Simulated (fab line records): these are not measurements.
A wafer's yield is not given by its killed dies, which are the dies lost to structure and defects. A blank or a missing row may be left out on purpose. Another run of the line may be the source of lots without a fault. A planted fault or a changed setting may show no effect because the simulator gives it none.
One fault through the eyes of 2 desks || flow gf180mcu || what lay behind the numbers comes last; until then each desk has only its own

== THE TOOL OWNER'S DESK: pvd sputter-02 ==
At GF_M2_SPUTTER_01 (material TiN, target thk 30 nm, time 25 s) the tool's own readings: per lot run on this tool, the mean of the sampled wafers that have a number. If a lot's mean is further than 4 standard deviations from the usual mean, the lot is out of limits and carries the mark OUT (the distance appears in the brackets).
Columns: A = cathode dc power W at GF_M2_SPUTTER_01, usual 6500.1 W; B = throttle valve pct at GF_M2_SPUTTER_01, usual 30.0 %
{"lot": "L758", "first seen here": "day 18 01:03", "A": 6500.0, "B": 29.7}
{"lot": "L759", "first seen here": "day 18 22:24", "A": 6500.0, "B": 29.1}
{"lot": "L760", "first seen here": "day 19 01:13", "A": 6500.8, "B": 30.7}
{"lot": "L778", "first seen here": "day 25 06:32", "A": "5810.5 (-99 or more) OUT", "B": 30.7}
{"lot": "L779", "first seen here": "day 25 14:23", "A": "5809.8 (-99 or more) OUT", "B": 30.0}
This desk's verdict: out of limits on L778, L779, starting with L778 at day 25 06:32 (cathode dc power W at GF_M2_SPUTTER_01). L758, L759, L760: within limits.

== METROLOGY DESK ==
Means of the sampled wafers that have a number, per lot and without regard to the tool the lot ran on: this is what the gauges read. If a lot's mean is further than 4 standard deviations from the usual mean, the lot is out of limits and carries the mark OUT (the distance appears in the brackets).
Columns: A = V1_W_RS at GF_V1_RS_MEAS_24, usual 0.326 ohm/sq; B = V1_W_THK at GF_V1_THK_MEAS_25, usual 344 nm
{"lot": "L758", "first seen here": "day 18 00:28", "A": 0.326, "B": 344}
{"lot": "L759", "first seen here": "day 18 21:52", "A": 0.326, "B": 347}
{"lot": "L760", "first seen here": "day 19 00:38", "A": 0.325, "B": 345}
{"lot": "L778", "first seen here": "day 25 05:58", "A": 0.327, "B": 339}
{"lot": "L779", "first seen here": "day 25 13:49", "A": 0.326, "B": 344}
{"lot": "L780", "first seen here": "day 25 19:47", "A": 0.327, "B": 344}
Finding of this desk: none of the 6 lots has anything out of limits.

== BROUGHT TOGETHER ==
At day 25 06:32, on L778, L779, the tool owner's desk was in a position to raise an alarm.
Metrology desk: nothing out of limits seen.
The metrology desk holds a record of L778, L779, inside its limits.
Every lot named ran GF_M2_SPUTTER_01 on pvd sputter-02.

== WHAT THE SIMULATOR HAD INSERTED ==
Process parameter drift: pvd sputter-02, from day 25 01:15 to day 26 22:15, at GF_M2_SPUTTER_01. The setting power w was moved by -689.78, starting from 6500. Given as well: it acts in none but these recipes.
Lots struck among those shown: L778, L779.
Each desk's first reading out of limits, in hours after the fault started: the tool owner's desk, 5.
